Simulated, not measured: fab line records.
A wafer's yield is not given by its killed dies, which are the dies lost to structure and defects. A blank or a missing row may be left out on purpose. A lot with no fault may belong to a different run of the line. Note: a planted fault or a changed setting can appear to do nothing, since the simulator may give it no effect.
Code-filled problem report in 8D (eight disciplines) form -- flow gf180mcu -- the parts of the form that need people (team, actions taken, sign-off) are left out

1. THE PROBLEM
Wafers free of any fault read 300 nm (standard deviation 3.1) for CONTACT_CVD_00_THK at GF_CONTACT_THK_MEAS_01, against a mean of 242 nm on 9 wafers of 3 lots. Measured from the usual mean, that is -19 standard deviations.
Earliest sighting: wafer L129.1 on film metro-02 at day 20 13:06. The record has a number at this step for 39 wafers belonging to 13 lots. By rule, "out" or "out of limits" means more than 4 standard deviations away from the usual mean. The rest of the wafers with a number are treated as sound.

2. WHAT IT IS AND WHAT IT IS NOT
question,is,is not
which readings at this step,CONTACT_CVD_00_THK,-
which lots,"L129, L130, L134","L114, L116, L117, L122, L123, L124, L125, L126, L127, L131"
which wafers of those lots,all that have a number,-
read on which gauges,film metro-02,"film metro-03, film metro-04"
when,from day 20 13:06,up to then (27 sound wafers); but 3 sound wafers of L131 came after

3. WHAT RULES OUT EACH SUSPECT
Counting: a tool at a process step up to the reading stays a suspect if it ran every lot that is out and no sound lot after the first of them.
- the gauge at GF_CONTACT_THK_MEAS_01 is ruled out. All the wafers that are out were read on film metro-02, but those of them that GF_CONTACT_CVD_00 has rows for are out there too, on other tools.
- hdpcvd-02 at GF_CONTACT_CVD_00 (deposits SiO2, target thk 300 nm, time 50 s): kept. All lots that are out passed through it, beginning with L129 at day 20 13:03, and no sound lot followed; its final sound lot before that point was L126 at day 19 11:10. Its own readings are out on those wafers: sih4 flow sccm.
After counting, what remains is hdpcvd-02 at GF_CONTACT_CVD_00.

4. THE CAUSE (what the simulator had put in)
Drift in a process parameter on hdpcvd-02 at GF_CONTACT_CVD_00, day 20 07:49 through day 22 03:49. Setting sih4 flow sccm, moved by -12, from 60. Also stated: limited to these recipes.
The count eliminated every tool but this one.

5. THE EFFECT CHAIN, in route order
One row per reading whose mean, taken over the struck wafers that have a number, lies over 3 standard deviations from the usual. Only readings for which the record gives a usual standard deviation are gone through. hours: the time from each lot's start at the first step in this table that gives one to its start at this step, as a median over the lots. sigmas: the change in usual standard deviations.
hours,step,reading,usual,on struck wafers,change,sigmas
0,GF_CONTACT_CVD_00,sih4 flow sccm,60.00 sccm,47.92,-12.08,-60
0,GF_CONTACT_THK_MEAS_01,CONTACT_CVD_00_THK,300 nm,242,-58,-19
-,GF_CONTACT_ETCH_17,oes product au,0.814 a.u.,0.784,-0.030,-6.6
Process steps it contains:
- GF_CONTACT_CVD_00: deposits SiO2, target thk 300 nm, time 50 s.
- GF_CONTACT_ETCH_17: etches SiO2 in C4F8/O2/Ar, stops on CoSi2, target depth 860 nm.

6. WHAT WOULD HAVE CAUGHT IT SOONER
In this record the first reading out of limits at a measuring or inspecting step was taken at day 20 13:06, 5 hours after the fault began at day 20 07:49.
The tool's own readings at GF_CONTACT_CVD_00 were out on every struck wafer that the step has a row for (sih4 flow sccm): an alarm limit on them would have fired on the first of those.
Among the 3 lots that are out, L130, L134 began GF_CONTACT_CVD_00 on hdpcvd-02 after day 20 13:06. A hold on the tool at that time would have spared those 2.
